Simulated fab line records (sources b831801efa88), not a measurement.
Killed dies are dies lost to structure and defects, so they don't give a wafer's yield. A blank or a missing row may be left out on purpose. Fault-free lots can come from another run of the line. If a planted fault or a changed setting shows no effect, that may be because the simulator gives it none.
2 desks, one fault ; flow sky130 ; each desk has only its own numbers; what lay behind them comes last

DESK OF THE TOOL OWNER: rie diel-02
The tool's own readings at SKY_POLY_GATE_ETCH_16 (etches Si3N4 in CH3F/O2, stops on poly-Si, time 147.5 s, target depth 75 nm): means of the sampled wafers that have a number, for each lot that ran on this tool. A lot is out of limits, marked OUT, if its mean lies more than 4 standard deviations from the usual mean; the brackets give that distance.
Columns: A = ch3f flow sccm at SKY_POLY_GATE_ETCH_16, usual 40.02 sccm; B = chamber pressure mTorr at SKY_POLY_GATE_ETCH_16, usual 25.002 mTorr; C = drypump motor current A at SKY_POLY_GATE_ETCH_16, usual 5.6 A; D = oes product au at SKY_POLY_GATE_ETCH_16, usual 0.639 a.u.; E = throttle valve pct at SKY_POLY_GATE_ETCH_16, usual 10.535 %
lot;first seen here;A;B;C;D;E
L897;day 17 01:08;39.97;24.995;5.8;0.633;10.536
L900;day 18 01:35;40.00;24.991;5.9;0.642;10.538
L905;day 19 16:46;40.21;25.002;5.9;0.641;10.528
L909;day 21 12:26;40.01;24.997;6.2;0.636;10.542
L910;day 21 15:47;40.14;25.007;6.2;0.640;10.540
Result from this desk: across the 5 lots, nothing is out of limits.

METROLOGY DESK
What the gauges read for every lot (on any tool): the sampled wafers with a number, averaged. A lot is out of limits, marked OUT, if its mean lies more than 4 standard deviations from the usual mean; the brackets give that distance.
Columns: A = METAL5_ALCU_THK at SKY_METAL5_THK_MEAS_06, usual 1143 nm
lot;first seen here;A
L895;day 43 02:25;1130
L896;day 43 06:47;1137
L897;day 43 10:16;1152
L899;day 44 00:17;1155
L900;day 44 06:26;1146
L901;day 44 13:29;1138
L905;day 45 10:37;1153
L906;day 45 20:52;1118
L907;day 46 03:22;1143
L909;day 46 13:58;1149
L910;day 46 21:56;1149
L913;day 47 16:18;1140
L915;day 47 22:23;1165
Result from this desk: across the 13 lots, nothing is out of limits.

PUT TOGETHER
Nothing out of limits was seen by the tool owner's desk.
The metrology desk saw nothing out of limits.

WHAT WAS PUT IN BY THE SIMULATOR
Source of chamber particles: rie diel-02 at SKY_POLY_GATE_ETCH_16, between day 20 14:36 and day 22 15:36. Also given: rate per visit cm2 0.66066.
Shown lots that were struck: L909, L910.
